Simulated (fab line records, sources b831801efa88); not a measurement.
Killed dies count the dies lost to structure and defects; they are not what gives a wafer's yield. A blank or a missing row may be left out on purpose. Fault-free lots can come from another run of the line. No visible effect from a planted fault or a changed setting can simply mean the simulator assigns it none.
One fault through the eyes of 2 desks | flow gf180mcu | numbers are kept per desk, each desk with only its own; the story behind them comes last

== THE TOOL OWNER'S DESK: rie_diel-02 ==
The tool's own readings at GF_V1_ETCH_16 (etches BARC in N2/H2): means of the sampled wafers that have a number, for each lot that ran on this tool. Any lot whose mean is over 4 standard deviations away from the usual mean is out of limits and marked OUT; that distance is given in the brackets.
Columns: A = drypump_motor_current_A at GF_V1_ETCH_16, usual 6.0 A; B = oes_product_au at GF_V1_ETCH_16, usual 0.854 a.u.; C = rf_fwd_power_W at GF_V1_ETCH_16, usual 494.7 W; D = throttle_valve_pct at GF_V1_ETCH_16, usual 13.225 %
lot  | first seen here | A   | B     | C     | D
L847 | day 18 09:59    | 5.9 | 0.850 | 494.4 | 13.227
L848 | day 18 13:41    | 6.2 | 0.851 | 496.6 | 13.226
L855 | day 21 20:43    | 5.9 | 0.853 | 494.2 | 13.229
L856 | day 22 00:02    | 6.1 | 0.856 | 495.6 | 13.225
L857 | day 22 03:20    | 5.9 | 0.849 | 495.1 | 13.226
L868 | day 25 19:26    | 6.2 | 0.851 | 494.7 | 13.219
This desk's finding: nothing out of limits on any of the 6 lots.

== THE METROLOGY DESK ==
Lot by lot, what the gauges showed, no matter which tool ran the lot: averages of those sampled wafers that carry a number. Any lot whose mean is over 4 standard deviations away from the usual mean is out of limits and marked OUT; that distance is given in the brackets.
Columns: A = V4_W_THK at GF_V4_THK_MEAS_25, usual 350 nm
lot  | first seen here | A
L846 | day 24 07:59    | 351
L847 | day 24 19:01    | 347
L848 | day 24 20:04    | 345
L850 | day 25 22:44    | 351
L852 | day 26 14:14    | 340
L854 | day 27 06:02    | 344
L855 | day 27 18:42    | 353
L856 | day 27 20:40    | 340
L857 | day 27 22:32    | 357
L866 | day 30 12:52    | 357
L867 | day 30 22:12    | 364
L868 | day 31 03:13    | 339
L869 | day 31 08:49    | 357
This desk's finding: nothing out of limits on any of the 13 lots.

== BROUGHT TOGETHER ==
The desk of the tool owner found nothing out of limits.
The metrology desk saw nothing out of limits.

== WHAT THE SIMULATOR HAD INSERTED ==
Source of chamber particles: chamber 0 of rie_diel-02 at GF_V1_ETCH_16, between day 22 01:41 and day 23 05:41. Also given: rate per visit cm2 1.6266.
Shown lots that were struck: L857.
